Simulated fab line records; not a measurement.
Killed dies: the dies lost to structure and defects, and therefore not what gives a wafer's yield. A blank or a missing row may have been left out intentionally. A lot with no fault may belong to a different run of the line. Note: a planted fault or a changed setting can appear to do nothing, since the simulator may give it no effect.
Commonality check across tools | flow sky130 | 45 wafers sampled across 15 lots

## THE REASON FOR OPENING IT
At SKY_METAL1_RS_MEAS_05 the reading METAL1_ALCU_RS is flagged on 3 of 15 lots. Fault-free wafers read 0.1263 ohm/sq, with a standard deviation of 0.0014.
Rule: a lot is flagged when every wafer of it that has a number lies more than 4 standard deviations from that mean, or none has a number. All remaining lots are regarded as sound.

lot  | measured     | on            | METAL1_ALCU_RS (ohm/sq), wafer by wafer | flag
L661 | day 31 11:31 | film metro-01 | 0.1270 0.1269 0.1252                    |
L664 | day 32 14:25 | film metro-02 | 0.1288 0.1282 0.1271                    |
L665 | day 33 06:58 | film metro-04 | 0.1272 0.1269 0.1276                    |
L666 | day 33 13:22 | film metro-02 | 0.1275 0.1254 0.1262                    |
L667 | day 33 15:34 | film metro-02 | 0.1249 0.1255 0.1240                    |
L669 | day 34 07:08 | film metro-01 | 0.1261 0.1261 0.1240                    |
L670 | day 34 11:31 | film metro-04 | 0.1254 0.1271 0.1270                    |
L671 | day 35 05:24 | film metro-02 | 0.1249 0.1250 0.1254                    |
L672 | day 35 06:34 | film metro-02 | 8.6605 8.6264 8.6074                    | FLAGGED
L673 | day 35 16:01 | film metro-01 | 8.5670 8.6433 8.6503                    | FLAGGED
L674 | day 35 21:20 | film metro-02 | 8.6289 8.6099 8.6060                    | FLAGGED
L680 | day 37 21:03 | film metro-01 | 0.1243 0.1259 0.1260                    |
L681 | day 38 00:49 | film metro-04 | 0.1278 0.1274 0.1280                    |
L683 | day 38 05:45 | film metro-04 | 0.1258 0.1266 0.1279                    |
L684 | day 38 12:39 | film metro-04 | 0.1288 0.1288 0.1288                    |
Flagged lots average 8.6222 ohm/sq: +8.4959 ohm/sq relative to the usual, that is +99 or more standard deviations.

## WHICH TOOL EACH LOT WENT THROUGH
The record holds 2 process steps before the reading, out of a route of 708 steps. Cell contents, in order: the tool; ch with the chambers the sampled wafers went through; the start.
lot  | flag    | SKY_LDD_LDN_STRIP_12                 | SKY_METAL1_SPUTTER_02
L661 |         | plasma asher-03 ch 0,1, day 22 15:46 | pvd sputter-02, day 31 11:23
L664 |         | plasma asher-01 ch 0,1, day 23 21:53 | pvd sputter-01, day 32 14:19
L665 |         | plasma asher-01 ch 0,1, day 24 12:41 | pvd sputter-04, day 33 06:52
L666 |         | plasma asher-04 ch 0,1, day 24 21:17 | pvd sputter-02, day 33 13:16
L667 |         | plasma asher-03 ch 0,1, day 24 23:26 | pvd sputter-01, day 33 15:28
L669 |         | plasma asher-01 ch 0,1, day 25 21:55 | pvd sputter-04, day 34 07:00
L670 |         | plasma asher-04 ch 0,1, day 26 03:25 | pvd sputter-02, day 34 11:23
L671 |         | plasma asher-01 ch 0,1, day 26 22:14 | pvd sputter-01, day 35 05:17
L672 | FLAGGED | plasma asher-01 ch 0,1, day 27 00:53 | pvd sputter-02, day 35 06:28
L673 | FLAGGED | plasma asher-03 ch 0,1, day 27 06:41 | pvd sputter-04, day 35 15:55
L674 | FLAGGED | plasma asher-01 ch 0, day 27 13:17   | pvd sputter-04, day 35 21:14
L680 |         | plasma asher-04 ch 0,1, day 29 14:23 | pvd sputter-02, day 37 20:58
L681 |         | plasma asher-04 ch 1, day 29 22:41   | pvd sputter-04, day 38 00:43
L683 |         | plasma asher-03 ch 0,1, day 30 04:47 | pvd sputter-02, day 38 05:40
L684 |         | plasma asher-03 ch 0,1, day 30 12:08 | pvd sputter-04, day 38 12:32
What the steps here do:
- SKY_LDD_LDN_STRIP_12: strips in O2/N2.
- SKY_METAL1_SPUTTER_02: material AlCu, target thk 250 nm, time 13.3 s.
- SKY_METAL1_RS_MEAS_05: measures by four-point-probe.

## FLAGGED AGAINST TOTAL, ONE TOOL AT A TIME (gauges that did the reading follow at the end)
step                  | tool            | lots run | flagged | share of the flagged lots | sound lots run after its first flagged lot
SKY_LDD_LDN_STRIP_12  | plasma asher-01 | 6        | 2       | some                      | 0
SKY_LDD_LDN_STRIP_12  | plasma asher-03 | 5        | 1       | some                      | 2 (L683,L684)
SKY_LDD_LDN_STRIP_12  | plasma asher-04 | 4        | 0       | none                      | -
SKY_METAL1_SPUTTER_02 | pvd sputter-01  | 3        | 0       | none                      | -
SKY_METAL1_SPUTTER_02 | pvd sputter-02  | 6        | 1       | some                      | 2 (L680,L683)
SKY_METAL1_SPUTTER_02 | pvd sputter-04  | 6        | 2       | some                      | 2 (L681,L684)
SKY_METAL1_RS_MEAS_05 | film metro-01   | 4        | 1       | some                      | 1 (L680)
SKY_METAL1_RS_MEAS_05 | film metro-02   | 6        | 2       | some                      | 0
SKY_METAL1_RS_MEAS_05 | film metro-04   | 5        | 0       | none                      | -

## WHAT THE TABLE PERMITS
No row of the table ran every flagged lot.

## WHAT THE SIMULATOR PUT IN
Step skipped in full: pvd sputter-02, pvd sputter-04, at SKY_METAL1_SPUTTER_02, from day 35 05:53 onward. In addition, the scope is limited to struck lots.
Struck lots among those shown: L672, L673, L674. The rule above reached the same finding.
